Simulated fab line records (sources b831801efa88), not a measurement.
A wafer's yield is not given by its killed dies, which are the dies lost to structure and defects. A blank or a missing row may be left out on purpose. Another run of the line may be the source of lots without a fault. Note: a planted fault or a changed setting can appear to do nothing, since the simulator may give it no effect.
One fault seen from 2 desks | flow sfq_line | each desk holds nothing but its own numbers, with what lay behind them at the end

## AT THE TOOL OWNER'S DESK: krf_scanner-02
The tool's own readings at SFQ_TRILAYER_R5_LITHO_EXPOSE_137 (exposes mask R5, target cd 500 nm): means of the sampled wafers that have a number, for each lot that ran on this tool. Any lot whose mean is over 4 standard deviations away from the usual mean is out of limits and marked OUT; that distance is given in the brackets.
Columns: A = exposure_dose_mJ_cm2 at SFQ_TRILAYER_R5_LITHO_EXPOSE_137, usual 14.400
lot  | first seen here | A
L646 | day 62 06:37    | 14.405
L648 | day 62 15:49    | 14.389
L654 | day 63 09:49    | 14.397
L657 | day 63 18:13    | 14.410
L659 | day 65 01:25    | 15.010 (+41) OUT
L660 | day 65 07:25    | 15.023 (+42) OUT
L661 | day 65 09:49    | 15.016 (+41) OUT
This desk's finding: out of limits on L659, L660, L661; first on L659, day 65 01:25 (exposure_dose_mJ_cm2 at SFQ_TRILAYER_R5_LITHO_EXPOSE_137). L646, L648, L654, L657 stayed within limits.

## AT THE METROLOGY DESK
What the gauges read for every lot (on any tool): the sampled wafers with a number, averaged. Any lot whose mean is over 4 standard deviations away from the usual mean is out of limits and marked OUT; that distance is given in the brackets.
Columns: A = R5_MONX_RS at SFQ_R5_RS_MEAS_933, usual 7.03 ohm/sq; B = R5_MONX_THK at SFQ_R5_THK_MEAS_934, usual 39.6 nm; C = R5_OVL at SFQ_R5_OVL_MEAS_935, usual 3 nm
lot  | first seen here | A    | B    | C
L646 | day 56 11:54    | 6.89 | 40.4 | -3
L648 | day 56 20:43    | 6.95 | 40.0 | 9
L654 | day 57 22:59    | 7.01 | 39.9 | 5
L657 | day 58 07:43    | 7.12 | 39.0 | -2
L659 | day 59 17:54    | 6.94 | 40.4 | -2
L660 | day 60 00:30    | 6.95 | 40.0 | 6
L661 | day 60 03:30    | 7.06 | 39.2 | 0
This desk found nothing out of limits on any of the 7 lots.

## PUT TOGETHER
At day 65 01:25, on L659, L660, L661, the tool owner's desk was in a position to raise an alarm.
Nothing out of limits was seen by the metrology desk.
The metrology desk holds a record of L659, L660, L661, inside its limits.
The lots listed all ran SFQ_TRILAYER_R5_LITHO_EXPOSE_137 on krf_scanner-02.

## WHAT THE SIMULATOR HAD INSERTED
Drift in process parameters on krf_scanner-02 at SFQ_TRILAYER_R5_LITHO_EXPOSE_137, starting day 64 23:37. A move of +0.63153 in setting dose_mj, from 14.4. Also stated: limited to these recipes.
Struck lots among those shown: L659, L660, L661.
Hours from the fault's start to each desk's first reading out of limits: the tool owner's desk, 2.
